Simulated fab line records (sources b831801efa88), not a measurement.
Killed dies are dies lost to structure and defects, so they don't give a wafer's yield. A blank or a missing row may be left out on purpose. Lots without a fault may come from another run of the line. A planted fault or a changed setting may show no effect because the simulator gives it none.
Struck lot and sound lot, side by side ; flow sfq line ; 18 out of 325 route steps
Sound: wafers L245.1, L245.4, L245.5. Struck: wafers L262.2, L262.5. (L262.3 of the same lot was not struck and is left out.) The cause comes at the end.
Per side, at each step with rows, come the tool, then ch with its chambers, and then its first start. Under that, the readings that differ: sound wafers ; struck wafers ; difference of the means ; sigmas: that difference in standard deviations of wafers without a fault.
alike: words and numbers the same on both sides, and readings whose means are apart by under 2 such deviations; not compared: readings that were withheld, readings missing a value for some wafer, numbers with overlapping values and no deviation given by the record, and bounds like >300 which may hide the same value.
Wherever a step has rows on one side only, a row that says differs or no value, or a row with sigmas, the two part there. Non-overlapping numbers with no deviation appear without sigmas and do not part them. Lack of a reading on every wafer of one side parts them only where that side has two or more wafers.

first, 3 steps without rows for these wafers: SFQ_TRILAYER_L0_LITHO_EXPOSE_006 (exposes mask L0, target cd 2000 nm); SFQ_TRILAYER_L0_LITHO_PEB_008 (peb time 60 s); SFQ_TRILAYER_L0_LITHO_DEVELOP_007 (time 60 s).
SFQ_TRILAYER_L0_BARC_OPEN_METAL_ETCH_010: etches BARC in O2, target depth 125 nm, time 41.7 s.
  sound on rie metal-02 ch 0,1, day 4 19:02; struck on rie metal-04 ch 0,1, day 9 05:44
  alike: drypump motor current A, oes product au, rf fwd power W
  not compared: rf hours counter h
SFQ_TRILAYER_L0_ETCH_METAL_ETCH_008: etches MoNx KI in SF6/O2, stops on SiO2, target depth 50 nm, time 25 s.
  sound on rie metal-02 ch 0,1, day 4 19:05; struck on rie metal-04 ch 0,1, day 9 05:47
reading;sound;struck;difference;sigmas
rf fwd power W (W);585.1 589.5 590.8;594.0 593.5;+5.3;+2
  alike: drypump motor current A, oes product au
  not compared: rf hours counter h
SFQ_TRILAYER_L0_STRIP_STRIP_009: strips in O2.
  sound on rie metal-02 ch 0,1, day 4 19:08; struck on rie metal-04 ch 0,1, day 9 05:50
  alike: drypump motor current A, oes product au
  not compared: rf hours counter h
then, 1 step without rows for these wafers: SFQ_TRILAYER_L0_STRIP_SOLV_CLEAN_010 (cleans in NMP, time 600 s).
SFQ_TRILAYER_L0_CAP_PECVD_011: deposits SiO2 from SiH4/N2O, time 13.333 s, target thk 60 nm.
  sound on pecvd-01 ch 1,2, day 4 19:55; struck on pecvd-01 ch 0,1, day 9 06:37
  alike: heater power w, rf fwd power W, throttle valve pct
then, 4 steps without rows for these wafers: SFQ_TRILAYER_L0_VIA_LITHO_COAT_018 (resist thk 62 nm); SFQ_TRILAYER_L0_VIA_LITHO_COAT_013 (resist thk 650 nm); SFQ_TRILAYER_L0_VIA_LITHO_SOFTBAKE_017; SFQ_TRILAYER_L0_VIA_LITHO_EXPOSE_014 (exposes mask L0V, target cd 700 nm).
-- the record jumps here: 4 days lie between the struck wafers' starts before and after --
SFQ_TRILAYER_L0_VIA_LITHO_PEB_016: peb time 60 s.
  sound on litho track-04 ch 0, day 8 03:08; struck on litho track-04 ch 0, day 13 09:13
reading;sound;struck;difference;sigmas
plate temp C (C);115.17 115.08 114.99;114.65 114.98;-0.27;-2
then, 1 step without rows for these wafers: SFQ_TRILAYER_L0_VIA_LITHO_DEVELOP_015 (time 60 s).
SFQ_L0V_OVL_MEAS_903:
  sound on overlay-01, day 8 03:26; struck on overlay-02, day 13 09:29
  alike: L0V_OVL
SFQ_TRILAYER_L0_VIA_BARC_OPEN_VIA_ETCH_021: etches BARC in O2, target depth 125 nm, time 41.7 s.
  sound on rie diel-03 ch 1,2,3, day 8 03:28; struck on rie diel-03 ch 1,2, day 13 09:31
reading;sound;struck;difference;sigmas
model.L0V.cd nm (nm);697.9 701.2 697.7;702.8 704.5;+4.7;
  alike: drypump motor current A, oes product au, rf fwd power W
  not compared: rf hours counter h
SFQ_TRILAYER_L0_VIA_ETCH_VIA_ETCH_016: etches SiO2 in CHF3, stops on MoNx KI, target depth 80 nm.
  sound on rie diel-03 ch 1,2,3, day 8 03:30; struck on rie diel-03 ch 1,2, day 13 09:34
reading;sound;struck;difference;sigmas
model.L0V.cd nm (nm);697.2 700.9 696.8;701.9 704.3;+4.8;
  alike: drypump motor current A, oes product au, rf fwd power W
SFQ_TRILAYER_L0_VIA_STRIP_STRIP_017: strips in O2.
  sound on rie metal-02 ch 0, day 8 03:33; struck on rie metal-01 ch 0, day 13 09:49
  alike: drypump motor current A, oes product au
  not compared: rf hours counter h

WHERE THEY PART
Last at SFQ_TRILAYER_L0_VIA_LITHO_PEB_016 as far as this record goes, first at SFQ_TRILAYER_L0_ETCH_METAL_ETCH_008. Later steps at which nothing parts them and some readings are alike: SFQ_L0V_OVL_MEAS_903, SFQ_TRILAYER_L0_VIA_BARC_OPEN_VIA_ETCH_021, SFQ_TRILAYER_L0_VIA_ETCH_VIA_ETCH_016, SFQ_TRILAYER_L0_VIA_STRIP_STRIP_017.

WHY: what the simulator had put in
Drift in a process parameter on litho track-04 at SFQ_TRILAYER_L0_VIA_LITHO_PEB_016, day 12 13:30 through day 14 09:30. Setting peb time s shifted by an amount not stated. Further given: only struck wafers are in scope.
